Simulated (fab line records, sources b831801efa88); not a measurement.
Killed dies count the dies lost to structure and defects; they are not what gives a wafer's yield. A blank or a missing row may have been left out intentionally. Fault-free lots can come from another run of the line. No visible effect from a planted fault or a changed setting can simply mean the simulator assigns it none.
Which tool was responsible? | flow sky130 | Sampling: 11 lots, 33 wafers, 4 of 708 route steps

== WHAT THE GAUGES READ, wafer by wafer ==
SKY_VT_ADJUST_LVTN_OVL_MEAS_07. Usual: VT_ADJUST_LVTN_OVL gives 0.1 nm (standard deviation 1.4).
lot  | measured     | on         | VT_ADJUST_LVTN_OVL (nm) | flag
L689 | day 7 02:10  | overlay-02 | 0.3 0.6 0.2             |
L690 | day 7 08:01  | overlay-01 | -1.7 -1.5 -3.1          |
L691 | day 7 15:01  | overlay-02 | 1.7 -0.1 -0.3           |
L692 | day 7 23:28  | overlay-02 | 0.8 0.7 -0.1            |
L698 | day 9 10:40  | overlay-02 | 300.7 298.3 300.1       | OFF
L700 | day 9 21:04  | overlay-02 | 299.9 299.8 300.3       | OFF
L702 | day 10 16:22 | overlay-01 | -0.7 0.3 -0.3           |
L707 | day 11 17:17 | overlay-01 | 2.4 1.8 0.0             |
L708 | day 11 22:49 | overlay-02 | 0.9 1.1 -0.2            |
L710 | day 12 13:15 | overlay-01 | -2.7 1.5 -1.0           |
L711 | day 12 23:59 | overlay-02 | 2.7 1.2 1.9             |

SKY_VT_ADJUST_HVTR_CD_MEAS_07: the cd target is 380 nm. Usual: 378.9 nm for cd_nm, sd 2.3.
lot  | measured     | on        | cd_nm (nm)        | flag
L689 | day 9 16:40  | cd_sem-01 | 379.4 381.5 379.7 |
L690 | day 9 23:14  | cd_sem-02 | 379.6 380.0 382.1 |
L691 | day 10 06:47 | cd_sem-02 | 376.8 376.2 376.4 |
L692 | day 10 14:28 | cd_sem-02 | 378.4 376.4 379.4 |
L698 | day 12 04:53 | cd_sem-02 | 378.4 380.7 379.2 |
L700 | day 12 15:20 | cd_sem-02 | 380.7 377.7 379.3 |
L702 | day 13 15:19 | cd_sem-02 | 384.8 381.5 381.7 |
L707 | day 14 22:46 | cd_sem-01 | 376.7 377.1 377.9 |
L708 | day 15 04:53 | cd_sem-02 | 377.5 379.7 378.7 |
L710 | day 15 19:46 | cd_sem-02 | 378.0 376.2 378.3 |
L711 | day 16 07:39 | cd_sem-02 | 380.5 381.7 378.7 |

SKY_SD_N_OVL_MEAS_08. Usual: SD_N_OVL gives 0.3 nm (standard deviation 1.5).
lot  | measured     | on         | SD_N_OVL (nm)  | flag
L689 | day 28 00:17 | overlay-02 | 2.6 0.9 2.1    |
L690 | day 28 10:14 | overlay-01 | 1.1 0.3 1.8    |
L691 | day 28 16:47 | overlay-01 | 1.4 0.2 1.2    |
L692 | day 29 04:38 | overlay-01 | 1.9 0.8 1.4    |
L698 | day 31 01:50 | overlay-01 | -0.7 0.3 1.3   |
L700 | day 31 14:35 | overlay-02 | -0.3 0.8 -0.8  |
L702 | day 33 15:47 | overlay-02 | 0.8 -1.3 -0.3  |
L707 | day 33 21:18 | overlay-02 | -2.1 -2.6 -0.4 |
L708 | day 34 00:50 | overlay-02 | -1.7 -0.1 -0.2 |
L710 | day 34 18:29 | overlay-01 | 1.3 -0.5 0.5   |
L711 | day 35 03:54 | overlay-02 | 2.4 2.6 -1.3   |

== WHICH TOOL RAN EACH LOT (tool, then ch and the chambers of the sampled wafers, then the start) ==
lot  | SKY_VT_ADJUST_LVTN_EXPOSE_04
L689 | iline_stepper-01 ch 0, day 6 15:52
L690 | iline_stepper-01 ch 0, day 6 21:28
L691 | iline_stepper-02 ch 0, day 7 05:43
L692 | iline_stepper-01 ch 0, day 7 13:59
L698 | iline_stepper-01 ch 0, day 9 00:39
L700 | iline_stepper-01 ch 0, day 9 10:27
L702 | iline_stepper-02 ch 0, day 10 06:10
L707 | iline_stepper-02 ch 0, day 11 05:52
L708 | iline_stepper-02 ch 0, day 11 11:17
L710 | iline_stepper-02 ch 0, day 12 00:48
L711 | iline_stepper-02 ch 0, day 12 11:19
- SKY_VT_ADJUST_LVTN_EXPOSE_04: exposes mask NWM COMPLEMENT LESS NATIVE, target cd 840 nm.

== WHAT THE TOOLS THEMSELVES READ (means of the sampled wafers that have a number; where no wafer has one, the mark that the record gives instead) ==
SKY_VT_ADJUST_LVTN_EXPOSE_04. Usual: 22.98 C for reticle_temp_C, sd 0.1.
lot  | tool             | reticle_temp_C (C) | flag
L689 | iline_stepper-01 | 23.10              |
L690 | iline_stepper-01 | 22.92              |
L691 | iline_stepper-02 | 22.98              |
L692 | iline_stepper-01 | 23.06              |
L698 | iline_stepper-01 | 23.00              |
L700 | iline_stepper-01 | 22.97              |
L702 | iline_stepper-02 | 22.84              |
L707 | iline_stepper-02 | 22.98              |
L708 | iline_stepper-02 | 23.02              |
L710 | iline_stepper-02 | 22.99              |
L711 | iline_stepper-02 | 22.83              |

== THE ANSWER, worked out from the rows above alone ==
Rule: a lot counts as off when the mean over its wafers that have a number is more than 3 standard deviations away from the usual mean. A lot without any number at a reading at which 4 lots or more have one is off too. All remaining lots with rows at the step are treated as sound. The gauges are gone through in route order, then the tools' own readings, and for those a lot's mean is taken as printed above. At the first step where some lot is off, the reading lying furthest off is the one used; lots without a number count as furthest.
Off: L698, L700, seen at SKY_VT_ADJUST_LVTN_OVL_MEAS_07 (VT_ADJUST_LVTN_OVL).
A tool fits if, at a process step before that reading, it ran every lot that is off, and no sound lot after the first of them. The gauges at SKY_VT_ADJUST_LVTN_OVL_MEAS_07 are tried like those tools. One fits: SKY_VT_ADJUST_LVTN_EXPOSE_04 on iline_stepper-01. Its last sound lot is L692 (day 7 13:59), its first lot that is off L698 (day 9 00:39): a fault that began between those two fits.

== WHAT THE SIMULATOR HAD PUT IN ==
Scanner matching overlay: iline_stepper-01, from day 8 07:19 on, at SKY_VT_ADJUST_LVTN_EXPOSE_04. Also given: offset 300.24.
Struck lots among those shown: L698, L700. The rule above reached the same finding.
